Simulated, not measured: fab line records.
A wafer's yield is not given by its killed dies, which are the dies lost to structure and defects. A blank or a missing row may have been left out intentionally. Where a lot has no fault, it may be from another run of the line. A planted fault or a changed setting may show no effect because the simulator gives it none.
fab line records	flow sky130
[record] lots = 6	wafers = 18	last_day = 49
route steps=708 shown VIA3@586 METAL4@598 CAP2M@603 PAD_OPEN@708
lots untouched by any fault: they come from a run of this same line in which no faults occurred
start_h: hours from the record's opening day to when the first of the lot's shown wafers began	wait_h: hours elapsed since this lot's preceding step	" the same as in the row above	L1.1+2: a single row standing in for several wafers	- no value present, or no start provided	* or withheld: withheld	< > ~ a bound
route shown NAME@n: NAME is a module with steps in the file, n the number in the route of the first one	usual: average and standard deviation across the fault-free wafers	same: alike in all rows	chamber/n: place in a boat	sites: readings site by site	_std_site: the standard deviation of these	_edge_site: mean of outer sites minus mean of inner sites	radius_mm: for every site, how far away it sits from the centre of the wafer	mask NAME#n: copy n	behind: tool/chamber where the wafer was last shaped	hold: reason for holding the lot/hours on hold/outcome of the hold	device: which transistor (n, p or np) failed to switch	end of line: the same wafers' tests at the end of the route	a step with no rows: only its recipe	killed: the dies lost at the first sort to structure and to defects; this is not the yield of the wafer	map: a wafer's dies, x killed, . not, _ none there
set.NAME: the run value of the setting; set.NAME@STEP: its run value at that earlier step	model.NAME: the simulator's own value behind a step, which no gauge read
a table for each step, a row for each wafer; lots at some steps of the route
services: a tool's chamber out of use, with start hour (start_h, from the record's first day; less than 0 if before it), hours out, and reason
[[steps]]
[step SKY_VIA3_OVL_MEAS_13]
[usual] VIA3_OVL = 0/5.5
lot.wafer	tool	chamber	start_h	wait_h	VIA3_OVL[nm]
L299.2	overlay-01	-	936.03	0.1	-2
L299.3	"	-	"	"	-3
L299.5	"	-	"	"	-8
L300.1	overlay-02	-	943.27	0.1	-8
L300.2	"	-	"	"	-7
L300.3	"	-	"	"	-5
L302.1	overlay-01	-	956.09	0.1	-8
L302.4	"	-	"	"	-6
L302.6	"	-	"	"	-7
L307.3	overlay-02	-	1002.33	0.1	7
L307.5	"	-	"	"	5
L307.6	"	-	"	"	3
L311.2	overlay-02	-	1019.46	0.1	-1
L311.3	"	-	"	"	0
L311.6	"	-	"	"	-5
L317.1	overlay-01	-	1058.19	0.1	-2
L317.3	"	-	"	"	0
L317.6	"	-	"	"	-4
[step SKY_VIA3_ETCH_14]
[recipe] chemistry = N2/H2	target = BARC	ion_energy_ev = 200	source_w = 500	bias_w = 100	pressure_mtorr = 30	n2_flow_sccm = 100	h2_flow_sccm = 200	stop_on = SiO2	time_s = 45.9	target_depth_a = 600
[usual] drypump_motor_current_A = 5.7/0.43	oes_product_au = 0.856/0.0043	throttle_valve_pct = 13.226/0.0088
lot.wafer	tool	chamber	start_h	wait_h	drypump_motor_current_A	oes_product_au	rf_hours_counter_h	throttle_valve_pct
L299.2	rie_diel-01	2	936.06	0.0	5.1	0.853	2	13.223
L299.3	"	1	"	"	6.1	0.856	9	13.228
L299.5	"	1	"	"	6.1	0.858	-	13.227
L300.1	rie_diel-02	2	943.31	0.0	5.9	0.847	22	13.235
L300.2	"	0	"	"	5.6	0.862	8	13.223
L300.3	"	3	"	"	6.5	0.851	2	13.216
L302.1	rie_diel-02	0	956.12	0.0	5.6	0.862	8	13.224
L302.4	"	1	"	"	6.1	0.848	3	13.213
L302.6	"	0	"	"	5.6	0.847	-	13.213
L307.3	rie_diel-02	2	1002.36	0.0	5.9	0.854	24	13.222
L307.5	"	0	"	"	5.7	0.852	-	13.211
L307.6	"	3	"	"	6.4	0.849	-	13.227
L311.2	rie_diel-01	3	1019.49	0.0	5.3	0.857	7	13.228
L311.3	"	0	"	"	5.0	0.854	24	13.233
L311.6	"	2	"	"	5.1	0.861	-	13.231
L317.1	rie_diel-03	2	1058.22	0.0	5.8	0.844	15	13.226
L317.3	"	0	"	"	5.6	0.850	14	13.214
L317.6	"	1	"	"	5.2	0.859	-	13.237
[step SKY_VIA3_ETCH_15]
[recipe] target = SiO2	chemistry = C4F8/O2/Ar	target_depth_nm = 507	stop_on = TiN	mask_material = KrF-thick	source_w = 1500	bias_w = 1200	pressure_mtorr = 40	c4f8_flow_sccm = withheld	O2_flow_sccm = 6	Ar_flow_sccm = 300	time_s = 78
[usual] oes_product_au = 0.946/0.0046
lot.wafer	tool	chamber	start_h	wait_h	oes_product_au	rf_hours_counter_h
L299.2	rie_diel-01	2	936.10	0.0	0.944	2
L299.3	"	1	"	"	0.942	9
L299.5	"	1	"	"	0.938	-
L300.1	rie_diel-02	2	943.35	0.0	0.955	22
L300.2	"	0	"	"	0.936	8
L300.3	"	3	"	"	0.950	2
L302.1	rie_diel-02	0	956.16	0.0	0.933	8
L302.4	"	1	"	"	0.951	3
L302.6	"	0	"	"	0.946	-
L307.3	rie_diel-02	2	1002.40	0.0	0.946	24
L307.5	"	0	"	"	0.946	-
L307.6	"	3	"	"	0.946	-
L311.2	rie_diel-01	3	1019.53	0.0	0.947	7
L311.3	"	0	"	"	0.948	24
L311.6	"	2	"	"	0.951	-
L317.1	rie_diel-03	2	1058.27	0.0	0.949	15
L317.3	"	0	"	"	0.939	14
L317.6	"	1	"	"	0.936	-
[step SKY_VIA3_STRIP_16]
[recipe] chemistry = O2/N2	power_w = 1400	pressure_mtorr = 1500	platen_temp_c = withheld	o2_flow_sccm = 3000	n2_flow_sccm = 300	overash_fraction = 0.5
[step SKY_VIA3_STRIP_17]
[recipe] chemistry = post_etch_residue_remover	time_s = 1200	temp_c = 72.5
[step SKY_VIA3_CLEAN_18]
[recipe] chemistry = IPA	time_s = 180	temp_c = 25
[step SKY_VIA3_CLEAN_19]
[recipe] chemistry = O3/DIW	dry = n2_spin
[step SKY_VIA3_SPUTTER_20]
[recipe] material = TiN	target_thk_nm = 20	chamber_pressure_pa = 5	power_w = 4000	time_s = 80
[step SKY_VIA3_CVD_21]
[recipe] material = W	target_thk_nm = 390	time_s = 117.31	temp_c = 400	pressure_torr = 40
[step SKY_VIA3_RS_MEAS_22]
[recipe] thk_meas_gauge = four-point-probe	reads = W_of_VIA3_CVD_21+TiN_of_VIA3_SPUTTER_20
[usual] VIA3_W_RS = 0.2943/0.0028
lot.wafer	tool	chamber	start_h	wait_h	VIA3_W_RS[ohm/sq]
L299.2	film_metro-01	-	936.96	0.1	0.2936
L299.3	"	-	"	"	0.2938
L299.5	"	-	"	"	0.2981
L300.1	film_metro-03	-	944.22	0.1	0.2955
L300.2	"	-	"	"	0.2931
L300.3	"	-	"	"	0.2965
L302.1	film_metro-02	-	957.01	0.1	0.2928
L302.4	"	-	"	"	0.2959
L302.6	"	-	"	"	0.2928
L307.3	film_metro-03	-	1003.28	0.1	0.2938
L307.5	"	-	"	"	0.2976
L307.6	"	-	"	"	0.2940
L311.2	film_metro-01	-	1020.48	0.1	0.2910
L311.3	"	-	"	"	0.2915
L311.6	"	-	"	"	0.2931
L317.1	film_metro-01	-	1059.51	0.1	0.2949
L317.3	"	-	"	"	0.2984
L317.6	"	-	"	"	0.2983
[step SKY_VIA3_THK_MEAS_23]
[recipe] thk_meas_gauge = xrf	reads = W_of_VIA3_CVD_21
[usual] VIA3_W_THK = 404/4.4
lot.wafer	tool	chamber	start_h	wait_h	VIA3_W_THK[nm]
L299.2	film_metro-01	-	937.07	0.1	403
L299.3	"	-	"	"	405
L299.5	"	-	"	"	394
L300.1	film_metro-03	-	944.34	0.1	405
L300.2	"	-	"	"	404
L300.3	"	-	"	"	403
L302.1	film_metro-02	-	957.13	0.1	410
L302.4	"	-	"	"	407
L302.6	"	-	"	"	406
L307.3	film_metro-03	-	1003.38	0.1	403
L307.5	"	-	"	"	399
L307.6	"	-	"	"	402
L311.2	film_metro-01	-	1020.59	0.1	406
L311.3	"	-	"	"	408
L311.6	"	-	"	"	404
L317.1	film_metro-01	-	1059.63	0.1	401
L317.3	"	-	"	"	394
L317.6	"	-	"	"	394
[step SKY_VIA3_CMP_24]
[recipe] stop_on = SiO2	t_overpolish_s = 20	down_force_psi = 3.5	platen_rpm = 60	target_thk_nm = 0	pad_velocity_m_s = 0.94248
[usual] motor_current_A = 11.8/1	overpolish_run_s = 20.000/0.0096	time_to_endpoint_s = 96/3.6
lot.wafer	tool	chamber	start_h	wait_h	motor_current_A	overpolish_run_s	time_to_endpoint_s
L299.3	cmp-01	3	937.12	0.0	11.7	20.008	92
L299.2	"	2	"	"	11.4	19.997	92
L299.5	"	0	"	"	12.3	20.016	89
L300.1	cmp-02	1	944.40	0.1	10.3	19.998	103
L300.3	"	3	"	"	13.3	19.993	89
L300.2	"	0	"	"	11.8	19.989	94
L302.1	cmp-01	3	957.29	0.1	10.8	20.000	99
L302.4	"	0	"	"	12.9	19.988	96
L302.6	"	2	"	"	11.4	20.002	98
L307.3	cmp-02	0	1003.47	0.1	11.6	20.009	98
L307.5	"	3	"	"	13.0	19.993	92
L307.6	"	0	"	"	12.0	19.983	96
L311.3	cmp-01	3	1020.66	0.0	11.6	20.003	98
L311.2	"	1	"	"	12.7	19.994	98
L311.6	"	3	"	"	11.8	20.004	97
L317.1	cmp-02	3	1059.74	0.1	13.0	20.003	85
L317.3	"	0	"	"	12.4	19.992	89
L317.6	"	3	"	"	12.3	20.006	85
[step SKY_METAL4_SPUTTER_00]
[recipe] material = Ti	target_thk_nm = 15	power_w = 3000	time_s = 10	chamber_pressure_pa = 0.4
[usual] throttle_valve_pct = 29.5/1.1
lot.wafer	tool	chamber	start_h	wait_h	throttle_valve_pct
L299.2	pvd_sputter-02	-	937.42	0.1	30.2
L299.3	"	-	"	"	27.9
L299.5	"	-	"	"	30.6
L300.1	pvd_sputter-04	-	944.70	0.2	29.9
L300.2	"	-	"	"	30.0
L300.3	"	-	"	"	29.3
L302.1	pvd_sputter-04	-	957.49	0.1	27.9
L302.4	"	-	"	"	30.0
L302.6	"	-	"	"	29.4
L307.3	pvd_sputter-01	-	1003.72	0.2	29.5
L307.5	"	-	"	"	27.7
L307.6	"	-	"	"	29.5
L311.2	pvd_sputter-01	-	1020.96	0.1	30.2
L311.3	"	-	"	"	27.7
L311.6	"	-	"	"	30.0
L317.1	pvd_sputter-01	-	1059.99	0.2	27.9
L317.3	"	-	"	"	29.9
L317.6	"	-	"	"	29.4
[step SKY_METAL4_SPUTTER_01]
[recipe] material = TiN	target_thk_nm = 20	power_w = 6500	time_s = 16.7	chamber_pressure_pa = 0.4
[usual] throttle_valve_pct = 29.5/1.1
lot.wafer	tool	chamber	start_h	wait_h	throttle_valve_pct
L299.2	pvd_sputter-02	-	937.44	0.0	30.6
L299.3	"	-	"	"	27.3
L299.5	"	-	"	"	30.3
L300.1	pvd_sputter-04	-	944.73	0.0	30.1
L300.2	"	-	"	"	29.8
L300.3	"	-	"	"	29.5
L302.1	pvd_sputter-04	-	957.51	0.0	28.2
L302.4	"	-	"	"	30.1
L302.6	"	-	"	"	29.1
L307.3	pvd_sputter-01	-	1003.75	0.0	29.5
L307.5	"	-	"	"	27.6
L307.6	"	-	"	"	29.6
L311.2	pvd_sputter-01	-	1020.98	0.0	30.1
L311.3	"	-	"	"	27.7
L311.6	"	-	"	"	30.0
L317.1	pvd_sputter-01	-	1060.02	0.0	27.4
L317.3	"	-	"	"	29.9
L317.6	"	-	"	"	29.6
[step SKY_METAL4_SPUTTER_02]
[recipe] material = AlCu	target_thk_nm = 735	power_w = 10600	time_s = 39.1	chamber_pressure_pa = 0.4
[step SKY_METAL4_SPUTTER_03]
[recipe] material = Ti	target_thk_nm = 5	power_w = 3000	time_s = 3.3	chamber_pressure_pa = 0.4
[step SKY_METAL4_SPUTTER_04]
[recipe] material = TiN	target_thk_nm = 70	power_w = 6500	time_s = 58.3	chamber_pressure_pa = 0.4
[usual] throttle_valve_pct = 29.5/1.1
lot.wafer	tool	chamber	start_h	wait_h	throttle_valve_pct
L299.2	pvd_sputter-02	-	937.52	0.0	30.4
L299.3	"	-	"	"	27.8
L299.5	"	-	"	"	30.7
L300.1	pvd_sputter-04	-	944.81	0.0	30.3
L300.2	"	-	"	"	29.9
L300.3	"	-	"	"	29.1
L302.1	pvd_sputter-04	-	957.59	0.0	28.1
L302.4	"	-	"	"	29.9
L302.6	"	-	"	"	29.5
L307.3	pvd_sputter-01	-	1003.83	0.0	29.2
L307.5	"	-	"	"	27.8
L307.6	"	-	"	"	29.2
L311.2	pvd_sputter-01	-	1021.06	0.0	29.8
L311.3	"	-	"	"	27.6
L311.6	"	-	"	"	30.0
L317.1	pvd_sputter-01	-	1060.10	0.0	27.7
L317.3	"	-	"	"	30.2
L317.6	"	-	"	"	29.4
[step SKY_CAP2M_CVD_00]
[recipe] material = SiO2	target_thk_nm = 15.5	temp_c = 400	time_s = withheld	rf_w = 450
[step SKY_CAP2M_THK_MEAS_01]
[recipe] reads = SiO2_of_CAP2M_CVD_00
[usual] CAP2M_CVD_00_THK = 15.46/0.25
lot.wafer	tool	chamber	start_h	wait_h	CAP2M_CVD_00_THK[nm]
L299.2	film_metro-04	-	937.60	-	15.69
L299.3	"	-	"	"	15.83
L299.5	"	-	"	"	15.95
L300.1	film_metro-04	-	944.88	-	15.35
L300.2	"	-	"	"	15.53
L300.3	"	-	"	"	15.48
L302.1	film_metro-02	-	957.66	-	15.22
L302.4	"	-	"	"	15.36
L302.6	"	-	"	"	15.72
L307.3	film_metro-01	-	1003.92	-	15.31
L307.5	"	-	"	"	15.70
L307.6	"	-	"	"	15.50
L311.2	film_metro-02	-	1021.15	-	15.64
L311.3	"	-	"	"	15.52
L311.6	"	-	"	"	15.68
L317.1	film_metro-04	-	1060.17	-	15.24
L317.3	"	-	"	"	15.61
L317.6	"	-	"	"	15.90
[step SKY_CAP2M_SPUTTER_02]
[recipe] material = TiN	target_thk_nm = 200	temp_c = 300	power_w = 6593	time_s = 166.7	chamber_pressure_pa = 0.4
[step SKY_CAP2M_RS_MEAS_03]
[recipe] thk_meas_gauge = four-point-probe	reads = TiN_of_CAP2M_SPUTTER_02
[usual] CAP2M_TIN_RS = 6.83/0.075
lot.wafer	tool	chamber	start_h	wait_h	CAP2M_TIN_RS[ohm/sq]
L299.2	film_metro-01	-	937.78	0.1	6.82
L299.3	"	-	"	"	6.89
L299.5	"	-	"	"	6.87
L300.1	film_metro-01	-	945.05	0.1	6.90
L300.2	"	-	"	"	6.84
L300.3	"	-	"	"	6.90
L302.1	film_metro-01	-	957.83	0.1	6.65
L302.4	"	-	"	"	6.79
L302.6	"	-	"	"	6.66
L307.3	film_metro-02	-	1004.11	0.1	6.74
L307.5	"	-	"	"	6.70
L307.6	"	-	"	"	6.83
L311.2	film_metro-04	-	1021.33	0.1	6.73
L311.3	"	-	"	"	6.84
L311.6	"	-	"	"	6.76
L317.1	film_metro-02	-	1060.34	0.1	6.80
L317.3	"	-	"	"	6.97
L317.6	"	-	"	"	6.86
[step SKY_CAP2M_THK_MEAS_04]
[recipe] thk_meas_gauge = xrf	reads = TiN_of_CAP2M_SPUTTER_02
[usual] CAP2M_TIN_THK = 199.5/2.5
lot.wafer	tool	chamber	start_h	wait_h	CAP2M_TIN_THK[nm]
L299.2	film_metro-01	-	937.89	0.1	198.0
L299.3	"	-	"	"	196.0
L299.5	"	-	"	"	196.4
L300.1	film_metro-01	-	945.17	0.1	195.4
L300.2	"	-	"	"	196.4
L300.3	"	-	"	"	194.8
L302.1	film_metro-01	-	957.95	0.1	202.3
L302.4	"	-	"	"	198.6
L302.6	"	-	"	"	201.8
L307.3	film_metro-02	-	1004.21	0.1	200.6
L307.5	"	-	"	"	202.4
L307.6	"	-	"	"	199.6
L311.2	film_metro-04	-	1021.44	0.1	203.6
L311.3	"	-	"	"	200.5
L311.6	"	-	"	"	202.1
L317.1	film_metro-02	-	1060.46	0.1	200.3
L317.3	"	-	"	"	195.6
L317.6	"	-	"	"	198.7
[step SKY_CAP2M_DEHYDRATE_05]
[recipe] temp_c = 200	time_s = 60
[step SKY_CAP2M_HMDS_06]
[recipe] prime_time_s = 60	prime_temp_c = 120
[step SKY_CAP2M_COAT_07]
[recipe] resist = NOVOLAK	spin_rpm = 3000	resist_thk_nm = 1140
[step SKY_CAP2M_SOFTBAKE_08]
[recipe] temp_c = 90	time_s = 60	resist = NOVOLAK
[step SKY_CAP2M_EXPOSE_09]
[recipe] mask_id = CAP2M	na = 0.6	source_shape = conventional	sigma_outer = 0.6	polarization = unpolarized	target_cd_nm = 1000	dose_mj = 159
[step SKY_CAP2M_PEB_10]
[recipe] temp_c = withheld	time_s = *	resist = NOVOLAK
[step SKY_CAP2M_DEVELOP_11]
[recipe] resist = NOVOLAK	developer = TMAH	develop_time_s = 60	dev_temp_c = 23
[step SKY_CAP2M_OVL_MEAS_12]
[usual] CAP2M_OVL = -0.3/1.3
lot.wafer	tool	chamber	start_h	wait_h	CAP2M_OVL[nm]
L299.2	overlay-01	-	962.08	0.1	1.0
L299.3	"	-	"	"	1.5
L299.5	"	-	"	"	0.9
L300.1	overlay-01	-	968.97	0.1	-2.5
L300.2	"	-	"	"	1.3
L300.3	"	-	"	"	0.0
L302.1	overlay-01	-	982.18	0.1	0.0
L302.4	"	-	"	"	-0.1
L302.6	"	-	"	"	0.0
L307.3	overlay-01	-	1026.91	0.1	0.7
L307.5	"	-	"	"	0.7
L307.6	"	-	"	"	1.3
L311.2	overlay-02	-	1043.99	0.1	-2.0
L311.3	"	-	"	"	-1.3
L311.6	"	-	"	"	-2.5
L317.1	overlay-01	-	1081.93	0.1	-0.6
L317.3	"	-	"	"	-2.5
L317.6	"	-	"	"	-2.8
[step SKY_CAP2M_METAL_ETCH_13]
[recipe] target_depth_nm = 220	stop_on = SiO2	chemistry = Cl2/BCl3	target = TiN	pressure_mtorr = 10.43	icp_w = 900	bias_w = 48.5	Cl2_flow_sccm = 60	bcl3_flow_sccm = 30	time_s = 62.9
[step SKY_CAP2M_STRIP_14]
[recipe] chemistry = O2/N2	power_w = 1400	pressure_mtorr = 1500	platen_temp_c = withheld	o2_flow_sccm = 3000	n2_flow_sccm = 300	overash_fraction = 0.5
[step SKY_CAP2M_STRIP_15]
[recipe] chemistry = post_etch_residue_remover	time_s = 1200	temp_c = 72.5
[step SKY_CAP2M_CLEAN_16]
[recipe] chemistry = IPA	time_s = 180	temp_c = 25
[step SKY_CAP2M_CLEAN_17]
[recipe] chemistry = O3/DIW	dry = n2_spin
[step SKY_METAL4_DEHYDRATE_05]
[recipe] temp_c = 200	time_s = 60
[step SKY_METAL4_HMDS_06]
[recipe] prime_time_s = 60	prime_temp_c = 120
[step SKY_METAL4_COAT_07]
[recipe] resist = BARC	temp_c = withheld	time_s = withheld	spin_rpm = 3000	resist_thk_nm = 60
[step SKY_METAL4_COAT_08]
[recipe] resist = KrF-thick	spin_rpm = 3000	resist_thk_nm = 1140
[step SKY_METAL4_SOFTBAKE_09]
[recipe] temp_c = 100	time_s = 90	resist = KrF-thick
[step SKY_METAL4_EXPOSE_10]
[recipe] mask_id = MM4	na = 0.68	source_shape = annular	sigma_inner = 0.4	sigma_outer = 0.8	target_cd_nm = 300	dose_mj = 28
[step SKY_METAL4_PEB_11]
[recipe] peb_temp_c = withheld	peb_time_s = withheld	resist = KrF-thick
[step SKY_PAD_OPEN_PROBE_99]
[usual] defect_limited_yield = 82.9/1.9	killed_at_M0_to_M3 = 42/6.3	killed_at_M4_up = 2.8/1.9	killed_at_contacts = 23/5.3	killed_at_front_end = 16/4.3	killed_at_other = 0.2/0.51	killed_dies = 84/9.3	killed_open = 46/7.6	killed_short = 38/6.3	sort_bin_3_pad_short = 0.8/0.41	sort_bin_5_function = 10.0/1.4	sort_bin_6_memory = 6.2/1.1	sort_n_pass = 408/9.3	sort_yield_pct = 82.9/1.9
[same] gross_dies = 492	killed_at_back_side = 0	sort_bin_4_leakage[%] = 0	sort_bin_8_speed[%] = 0
lot.wafer	tool	chamber	start_h	wait_h	defect_limited_yield[%]	killed_at_M0_to_M3	killed_at_M4_up	killed_at_contacts	killed_at_front_end	killed_at_other	killed_dies	killed_open	killed_short	sort_bin_3_pad_short[%]	sort_bin_5_function[%]	sort_bin_6_memory[%]	sort_n_pass	sort_yield_pct[%]	model.etest.tester.sort_n_pass	model.etest.tester.sort_yield_pct	model.etest.tester.sort_bin_5_pct	model.etest.tester.sort_bin_3_pct
L300.1	prober-01	-	1088.82	0.1	82.5	37	2	29	18	0	86	50	36	1.0	9.8	6.7	406	82.5	406	82.52	9.756	1.016
L300.2	prober-01	-	1088.87	0.1	83.1	38	5	17	23	0	83	52	31	0.2	10.4	6.3	409	83.1	409	83.13	10.37	0.2033
L300.3	prober-01	-	1088.92	0.2	81.3	52	7	17	15	1	92	51	41	0.6	11.4	6.7	400	81.3	400	81.3	11.38	0.6098
L302.1	prober-01	-	1099.50	0.1	85.2	42	0	19	12	0	73	40	33	0.8	9.3	4.7	419	85.2	419	85.16	9.35	0.813
L302.4	prober-01	-	1099.65	0.2	83.1	49	2	20	12	0	83	47	36	1.0	8.3	7.5	409	83.1	409	83.13	8.333	1.016
L302.6	prober-01	-	1099.75	0.2	79.9	53	5	23	18	0	99	44	55	0.6	11.8	7.7	393	79.9	393	79.88	11.79	0.6098
L311.2	prober-01	-	1151.89	0.1	79.1	36	31	26	10	0	103	52	22	1.2	14.6	5.1	389	79.1	389	79.06	14.63	1.22
L311.3	prober-01	-	1151.94	0.2	81.9	34	17	27	11	0	89	41	33	1.4	12.8	3.9	403	81.9	403	81.91	12.8	1.423
L311.6	prober-01	-	1152.09	0.2	78.3	41	31	21	14	0	107	45	34	1.2	13.6	6.9	385	78.3	385	78.25	13.62	1.22
L317.1	prober-01	-	1183.99	0.1	80.5	34	15	26	20	1	96	40	41	1.4	10.6	7.5	396	80.5	396	80.49	10.57	1.423
L317.3	prober-01	-	1184.09	0.2	77.6	37	32	24	17	0	110	49	34	2.2	13.8	6.3	382	77.6	382	77.64	13.82	2.236
L317.6	prober-01	-	1184.24	0.2	73.8	44	44	23	18	0	129	53	33	2.4	16.7	7.1	363	73.8	363	73.78	16.67	2.439
// killed by level:class
L300.1 CONTACT:geometric_particle:open=10 METAL2:geometric_particle:short=9 LI_CONTACT:geometric_particle:open=8 VIA1:geometric_particle:open=7 FIELD_ISO:geometric_particle:short=6 CONTACT:geometric_particle:short=6 FIELD_ISO:geometric_particle:open=4 POLY_GATE:geometric_particle:open=4
L300.2 CONTACT:geometric_particle:open=8 FIELD_ISO:geometric_particle:open=7 METAL1:geometric_particle:short=7 VIA3:geometric_particle:open=6 VIA1:geometric_particle:open=6 POLY_GATE:geometric_particle:open=5 VIA1:geometric_particle:short=5 LI_CONTACT:geometric_particle:open=4
L300.3 VIA1:geometric_particle:open=14 CONTACT:geometric_particle:open=9 METAL2:geometric_particle:short=7 VIA3:geometric_particle:open=7 METAL4:geometric_particle:short=7 VIA2:geometric_particle:open=6 VIA3:geometric_particle:short=5 FIELD_ISO:geometric_particle:open=4
L302.1 CONTACT:geometric_particle:open=8 METAL1:geometric_particle:short=8 VIA1:geometric_particle:open=6 VIA2:geometric_particle:open=5 LOCAL_INTERCONNECT:geometric_particle:open=5 METAL2:geometric_particle:short=5 FIELD_ISO:geometric_particle:open=4 VIA1:geometric_particle:short=4
L302.4 VIA1:geometric_particle:open=15 METAL1:geometric_particle:short=8 LI_CONTACT:geometric_particle:open=7 CONTACT:geometric_particle:open=5 POLY_GATE:geometric_particle:open=4 METAL3:geometric_particle:short=4 METAL2:geometric_particle:open=4 VIA2:geometric_particle:open=4
L302.6 CONTACT:geometric_particle:open=10 VIA1:geometric_particle:open=10 METAL1:geometric_particle:short=8 VIA1:geometric_particle:short=8 VIA3:geometric_particle:short=7 METAL2:geometric_particle:short=6 POLY_GATE:geometric_particle:short=5 LOCAL_INTERCONNECT:geometric_particle:short=5
L311.2 METAL4:unspecified=29 VIA1:geometric_particle:open=14 CONTACT:geometric_particle:open=13 LI_CONTACT:geometric_particle:open=9 VIA2:geometric_particle:open=7 VIA1:geometric_particle:short=4 FIELD_ISO:geometric_particle:short=3 METAL1:geometric_particle:short=3
L311.3 METAL4:unspecified=15 LI_CONTACT:geometric_particle:open=8 CONTACT:geometric_particle:open=7 FIELD_ISO:geometric_particle:open=6 VIA2:geometric_particle:open=6 VIA3:geometric_particle:open=5 CONTACT:geometric_particle:short=5 LOCAL_INTERCONNECT:geometric_particle:short=4
L311.6 METAL4:unspecified=28 LI_CONTACT:geometric_particle:open=12 VIA1:geometric_particle:open=8 VIA2:geometric_particle:open=7 VIA1:geometric_particle:short=6 VIA3:geometric_particle:open=6 CONTACT:geometric_particle:open=5 FIELD_ISO:geometric_particle:short=4
L317.1 METAL4:unspecified=15 LI_CONTACT:geometric_particle:open=10 CONTACT:geometric_particle:short=7 VIA3:geometric_particle:open=7 VIA1:geometric_particle:open=6 FIELD_ISO:geometric_particle:short=5 CONTACT:geometric_particle:open=5 POLY_GATE:geometric_particle:short=4
L317.3 METAL4:unspecified=27 CONTACT:geometric_particle:open=15 VIA3:geometric_particle:open=8 VIA2:geometric_particle:open=8 VIA2:geometric_particle:short=6 FIELD_ISO:geometric_particle:short=5 METAL1:geometric_particle:short=5 FIELD_ISO:geometric_particle:open=4
L317.6 METAL4:unspecified=43 VIA1:geometric_particle:open=11 VIA3:geometric_particle:open=9 LI_CONTACT:geometric_particle:open=7 LOCAL_INTERCONNECT:geometric_particle:short=7 VIA1:geometric_particle:short=5 VIA2:geometric_particle:open=5 FIELD_ISO:geometric_particle:open=4
// map L311.6 (x killed, . not)
__________..xx......_________
________......x..xx..._______
______..xxx..x.........._____
_____....x...x..........x____
____..x...x..x...x........___
___.x.......x.x............__
__..x....x..x......x.x.x...._
_.....x...x....xx............
_.....x..........x....x..x...
_x..xxx.........x.x....xx....
_.......x..........x...x..x..
_......x............x......x.
_..xxx.x.x.............x.....
_xxxxx.x...x......xx.........
_xxxxxx............x...x.....
__xxxxxx.x..x...x.....x....._
___xxxxxx.x......x.........__
____xxxx......xx......x...___
_____.x.....x.......xx.x.____
______x...x.x...x......._____
________............x._______
__________.x........_________
// map L317.6 (x killed, . not)
__________.x......x._________
________..xx...x......_______
______.......x.........x_____
_____......x.x........xx.____
____x...x....x.x.x....x...___
___..............x.....xx..__
__..x..........x.x.x.x......_
_.x.x..x.xxxx..xxxx.xx.....xx
_........x..x.xxxxxx.........
_...x...x.x..xxxxxxxx..x...x.
_....x.x..xx.xxxxxxx.....x..x
_.............xxxxxxxx.x.....
_.....x.....xxx.xxx..xx......
_...........xx.x.x.......x.x.
_..x....x..x..x.x....x.......
__.......x.....x......x.x..._
___.....xx.x..........xxx..__
____x...x..x.x...x.x.x.x..___
_____........x....x...x..____
______....x............._____
________..x.x........._______
__________...x......_________
[[services]]
tool	chamber	start_h	hours	kind
cmp-01	-	916.02	2.4	repair
cmp-02	-	918.61	13.6	pm
rie_diel-03	1	920.66	14.6	repair
cmp-02	-	932.69	1.0	repair
cmp-01	-	935.71	1.2	repair
cmp-02	-	938.67	4.1	repair
pvd_sputter-01	-	943.66	3.0	repair
cmp-02	-	958.65	0.3	repair
rie_diel-02	2	962.38	6.1	repair
rie_diel-02	0	971.46	2.9	repair
cmp-01	-	981.61	0.7	repair
pvd_sputter-01	1	982.13	-	consumable_replace:kit
pvd_sputter-02	-	993.35	5.5	repair
rie_diel-03	0	994.86	4.3	repair
cmp-01	-	1007.19	1.0	repair
rie_diel-03	1	1009.36	32.2	repair
rie_diel-03	3	1013.08	5.6	repair
rie_diel-01	0	1015.36	3.1	repair
pvd_sputter-02	-	1015.64	4.9	repair
rie_diel-01	-	1021.14	14.6	pm
cmp-02	-	1037.19	7.7	pm
rie_diel-02	3	1045.32	11.2	repair
pvd_sputter-02	-	1048.61	1.5	repair
rie_diel-01	3	1051.26	1.5	repair
[[key]]
[first_sign] step = SKY_PAD_OPEN_PROBE_99	reading = killed_at_M4_up	direction = up	sigmas = 13	usual = 2.8	struck = 28.3
[effect] step = SKY_PAD_OPEN_PROBE_99	reading = sort_bin_5_function	direction = up	sigmas = 2.5	usual = 10.0	struck = 13.7	wafers_moved = 4
[model_effect] step = SKY_PAD_OPEN_PROBE_99	value = etest.tester.sort_n_pass	without = 410.7	struck = 386.3
met_at SKY_METAL4_SPUTTER_00
struck_wafers L311.2,L311.3,L311.6,L317.1,L317.3,L317.6
onset_between 1003.72 1020.96
also_fits time
[fault] kind = chamber_particle_source	tool = pvd_sputter-01	chamber = -	onset_h = 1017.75	steps = SKY_METAL4_SPUTTER_00	rate_per_visit_cm2 = 0.53414	end_h = 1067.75
